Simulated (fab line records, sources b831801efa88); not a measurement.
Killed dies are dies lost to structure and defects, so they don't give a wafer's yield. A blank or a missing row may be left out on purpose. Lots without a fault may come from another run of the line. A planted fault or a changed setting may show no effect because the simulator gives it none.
A struck lot beside a sound one | flow sky130 | 18 steps out of a route of 708
Sound: wafers L124.1, L124.3, L124.4. Struck: wafer L117.1. (L117.4, L117.5 of the same lot were not struck and are left out.) The cause comes at the end.
At each step with rows: each side's tool, then ch and its chambers, then its first start. Under that, the readings that differ: sound wafers | struck wafers | difference of the means | sigmas: that difference in standard deviations of wafers without a fault.
alike: readings whose means differ by less than 2 such deviations, and words and numbers that are the same on both sides. not compared: withheld readings, readings that some wafer has no value for, bounds like >300 that may hide the same value, and numbers for which the record gives no deviation and whose values overlap.
The two part at a step that has a row with sigmas, a row that says differs or no value, or rows on one side only. Numbers that don't overlap but have no deviation are shown without sigmas and don't part them. A reading that every wafer of one side lacks parts them only if that side has two wafers or more.

first, 5 steps without rows for these wafers: SKY_VIA4_COAT_06 (resist thk 1140 nm); SKY_VIA4_SOFTBAKE_07 (time 60 s); SKY_VIA4_EXPOSE_08 (exposes mask VIM4, target cd 800 nm); SKY_VIA4_PEB_09; SKY_VIA4_DEVELOP_10 (develop time 60 s).
SKY_VIA4_OVL_MEAS_11:
  sound on overlay-01, day 47 05:20; struck on overlay-02, day 44 22:47
  alike: VIA4_OVL
SKY_VIA4_ETCH_12: etches SiO2 in C4F8/O2/Ar, stops on TiN, target depth 580 nm.
  sound on rie_diel-03 ch 1,2,3, day 47 05:23; struck on rie_diel-04 ch 1, day 44 22:50
  alike: oes_product_au, rf_fwd_power_W
SKY_VIA4_STRIP_13: strips in O2/N2.
  sound on plasma_asher-01 ch 0,1, day 47 05:27; struck on plasma_asher-01 ch 1, day 44 22:54
  alike: drypump_motor_current_A, oes_product_au, strip_time_to_endpoint_s
  not compared: rf_hours_counter_h
then, 3 steps without rows for these wafers: SKY_VIA4_STRIP_14 (strips in post etch residue remover, time 1200 s); SKY_VIA4_CLEAN_15 (cleans in IPA, time 180 s); SKY_VIA4_CLEAN_16 (cleans in O3/DIW).
SKY_VIA4_SPUTTER_17: material TiN, target thk 20 nm, time 80 s.
  sound on pvd_sputter-02, day 47 06:02; struck on pvd_sputter-04, day 44 23:58
  alike: throttle_valve_pct
SKY_VIA4_CVD_18: deposits W, target thk 505 nm, time 152.14 s.
  sound on cvd_w-01 ch 0,1, day 47 06:06; struck on cvd_w-01 ch 0, day 45 00:02
  reading                            | sound                | struck | difference | sigmas
  susceptor_temp_C (C)               | 400.02 399.85 400.09 | 385.33 | -14.66     | -67
  model.W_of_VIA4_CVD_18.thk_nm (nm) | 508.4 510.4 500.1    | 394.6  | -111.7     |
  alike: heater_power_w
  not compared: since_wet_clean_h
SKY_VIA4_RS_MEAS_19: measures by four-point-probe.
  sound on film_metro-02, day 47 06:15; struck on film_metro-02, day 45 00:28
  reading            | sound                | struck | difference | sigmas
  VIA4_W_RS (ohm/sq) | 0.2247 0.2245 0.2284 | 0.2911 | +0.0652    | +24
  not compared: hold
SKY_VIA4_THK_MEAS_20: measures by xrf.
  sound on film_metro-02, day 47 06:22; struck on film_metro-02, day 45 13:28
  reading         | sound       | struck | difference | sigmas
  VIA4_W_THK (nm) | 518 519 510 | 400    | -116       | -16
  not compared: hold
SKY_VIA4_CMP_21: polishes, stops on SiO2, t overpolish 25 s, target thk 0 nm.
  sound on cmp-02 ch 0,2,3, day 47 06:29; struck on cmp-02 ch 0, day 45 16:08
  reading                | sound       | struck                   | difference                   | sigmas
  hold                   | - - -       | await_dispo/2.1h/release | no value on the sound wafers |
  time_to_endpoint_s (s) | 125 120 117 | 95                       | -26                          | -6
  alike: motor_current_A
SKY_METAL5_SPUTTER_00: material Ti, target thk 15 nm, time 10 s.
  sound on pvd_sputter-01, day 47 06:44; struck on pvd_sputter-01, day 45 16:26
  alike: throttle_valve_pct
-- the record jumps here: 2 days lie between the struck wafers' starts before and after (it left off in module METAL5 and takes up again in module PAD_OPEN, whose first step shown is number 708 of the route) --
SKY_PAD_OPEN_PROBE_99:
  sound on prober-02, day 49 18:25; struck on prober-02, day 47 17:16
  reading         | sound | struck | difference | sigmas
  killed_at_M4_up | 3 1 2 | 6      | +4         | +2
  alike: defect_limited_yield, killed_at_M0_to_M3, killed_at_contacts, killed_at_front_end, killed_at_other, killed_dies, killed_open, killed_short, sort_bin_3_pad_short, sort_bin_5_function, sort_bin_6_memory, sort_n_pass, sort_yield_pct

WHERE THEY PART
First at SKY_VIA4_CVD_18; last, within this record, at SKY_PAD_OPEN_PROBE_99.

WHY: what the simulator had put in
Process parameter drift: cvd_w-01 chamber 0, from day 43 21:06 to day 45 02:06, at SKY_VIA4_CVD_18. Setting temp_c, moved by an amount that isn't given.
